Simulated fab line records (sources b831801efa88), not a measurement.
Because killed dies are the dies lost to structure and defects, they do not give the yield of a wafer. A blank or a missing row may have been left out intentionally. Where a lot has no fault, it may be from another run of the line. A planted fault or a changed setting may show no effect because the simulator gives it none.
What tool caused it? || flow gf180mcu || 18 wafers from 6 lots sampled at 3 of the route's 602 steps

WHAT EACH GAUGE READ, for each wafer
GF_HV_LDD_CD_MEAS_46 targets a cd of 400 nm.
{"lot": "L659", "measured": "day 12 16:11", "on": "cdSem-01", "cdNm (nm)": "402.5 401.5 401.3"}
{"lot": "L664", "measured": "day 14 16:31", "on": "cdSem-01", "cdNm (nm)": "402.3 402.5 400.6"}
{"lot": "L667", "measured": "day 15 21:44", "on": "cdSem-01", "cdNm (nm)": "398.4 398.9 399.6"}
{"lot": "L669", "measured": "day 16 05:49", "on": "cdSem-02", "cdNm (nm)": "403.4 402.7 402.9"}
{"lot": "L672", "measured": "day 17 07:01", "on": "cdSem-01", "cdNm (nm)": "398.8 399.3 398.6"}
{"lot": "L681", "measured": "day 20 10:10", "on": "cdSem-01", "cdNm (nm)": "398.4 400.1 398.3"}

WHICH TOOL RAN EACH LOT (tool, then ch and the chambers of the sampled wafers, then the start)
{"lot": "L659", "GF_POLY_GATE_ETCH_12": "rieDiel-02 ch 1,2,3, day 9 11:15", "GF_HV_LDD_EXPOSE_43": "ilineStepper-02 ch 0, day 12 07:07"}
{"lot": "L664", "GF_POLY_GATE_ETCH_12": "rieDiel-01 ch 0,2,3, day 11 06:19", "GF_HV_LDD_EXPOSE_43": "ilineStepper-01 ch 0, day 14 06:28"}
{"lot": "L667", "GF_POLY_GATE_ETCH_12": "rieDiel-01 ch 0,2, day 12 07:31", "GF_HV_LDD_EXPOSE_43": "ilineStepper-01 ch 0, day 15 11:22"}
{"lot": "L669", "GF_POLY_GATE_ETCH_12": "rieDiel-02 ch 1,2,3, day 12 11:49", "GF_HV_LDD_EXPOSE_43": "ilineStepper-02 ch 0, day 15 18:53"}
{"lot": "L672", "GF_POLY_GATE_ETCH_12": "rieDiel-03 ch 0,1,2, day 13 14:02", "GF_HV_LDD_EXPOSE_43": "ilineStepper-02 ch 0, day 16 19:47"}
{"lot": "L681", "GF_POLY_GATE_ETCH_12": "rieDiel-03 ch 2,3, day 16 08:22", "GF_HV_LDD_EXPOSE_43": "ilineStepper-01 ch 0, day 19 21:55"}
- GF_POLY_GATE_ETCH_12: etches BARC in N2/H2.
- GF_HV_LDD_EXPOSE_43: exposes mask Pplus HV AREA, target cd 400 nm.

THE ANSWER, worked out from the rows above alone
Rule: usual is defined by the lots themselves. Put in order of their means at a reading, lots are off if they are a third of the lots or fewer, leave a main group of 4 or more, and stand apart from it by a gap of 3 or more times the standard deviation of the main group's means; of several such gaps the widest counts. A main group is skipped when, at the precision printed for the reading in the tables above, its means are all equal. A lot without any number at a reading at which 4 lots or more have one is off too. Where the step has rows for the other lots, those lots are counted as sound.
None of the lots is off at any reading shown; this tells nothing.

WHAT THE SIMULATOR HAD INSERTED
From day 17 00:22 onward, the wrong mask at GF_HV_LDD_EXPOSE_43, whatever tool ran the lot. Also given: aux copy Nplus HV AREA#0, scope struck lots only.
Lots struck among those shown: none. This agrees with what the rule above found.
